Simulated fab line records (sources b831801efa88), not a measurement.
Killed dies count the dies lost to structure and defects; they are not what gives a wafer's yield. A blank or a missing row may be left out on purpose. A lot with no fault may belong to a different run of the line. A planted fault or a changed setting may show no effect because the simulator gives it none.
What tool caused it?    flow sky130    33 wafers from 11 lots sampled at 2 of the route's 708 steps

WHAT THE GAUGES SHOWED, per wafer
SKY_METAL1_OVL_MEAS_16. Usual: METAL1_OVL typically reads -3 nm, with standard deviation 5.2.
lot   measured      on          METAL1_OVL (nm)  flag
L111  day 34 11:34  overlay-01  4 -8 -5          
L113  day 35 19:49  overlay-02  5 4 7            
L115  day 36 11:34  overlay-02  -6 -10 -4        
L114  day 36 14:34  overlay-01  0 1 2            
L120  day 37 17:05  overlay-01  -3 1 0           
L122  day 38 08:17  overlay-01  0 -1 -6          
L123  day 38 08:55  overlay-02  -8 -8 -8         
L125  day 38 20:49  overlay-01  -6 -8 -8         
L126  day 39 04:49  overlay-01  3 3 3            
L129  day 39 20:09  overlay-01  -5 -4 -9         
L128  day 39 22:23  overlay-02  -2 -3 -1         

TOOL THAT RAN EACH LOT (tool first, then ch and the chambers of the sampled wafers, then the start)
lot   SKY_METAL1_SPUTTER_04
L111  pvd_sputter-01, day 33 08:38
L113  pvd_sputter-03, day 34 17:25
L115  pvd_sputter-04, day 35 08:59
L114  pvd_sputter-04, day 35 11:52
L120  pvd_sputter-03, day 36 14:20
L122  pvd_sputter-03, day 37 06:08
L123  pvd_sputter-04, day 37 06:20
L125  pvd_sputter-04, day 37 19:02
L126  pvd_sputter-03, day 38 03:47
L129  pvd_sputter-04, day 38 18:50
L128  pvd_sputter-01, day 38 21:14
- SKY_METAL1_SPUTTER_04: material TiN, target thk 70 nm, time 58.3 s.

WHAT THE TOOLS THEMSELVES READ (means of the sampled wafers that have a number; where no wafer has one, the mark that the record gives instead)
SKY_METAL1_SPUTTER_04. Usual: throttle_valve_pct reads 29.9 % (standard deviation 1.1).
lot   tool            throttle_valve_pct (%)  flag
L111  pvd_sputter-01  29.7                    
L113  pvd_sputter-03  30.2                    
L115  pvd_sputter-04  30.2                    
L114  pvd_sputter-04  29.7                    
L120  pvd_sputter-03  31.0                    
L122  pvd_sputter-03  30.6                    
L123  pvd_sputter-04  30.1                    
L125  pvd_sputter-04  30.2                    
L126  pvd_sputter-03  30.5                    
L129  pvd_sputter-04  30.7                    
L128  pvd_sputter-01  28.8                    

THE ANSWER, worked out from the rows above alone
Rule: a lot is off if the mean of its wafers that have a number lies more than 3 standard deviations from the usual mean. A lot without any number at a reading at which 4 lots or more have one is off too. All remaining lots with rows at the step are treated as sound. First the gauges in route order, then the tools' own readings, where a lot's mean is used as printed above. At the first step where some lot is off, the reading lying furthest off is the one used; lots without a number count as furthest.
None of the lots is off at any reading shown; this tells nothing.

WHAT THE SIMULATOR HAD PUT IN
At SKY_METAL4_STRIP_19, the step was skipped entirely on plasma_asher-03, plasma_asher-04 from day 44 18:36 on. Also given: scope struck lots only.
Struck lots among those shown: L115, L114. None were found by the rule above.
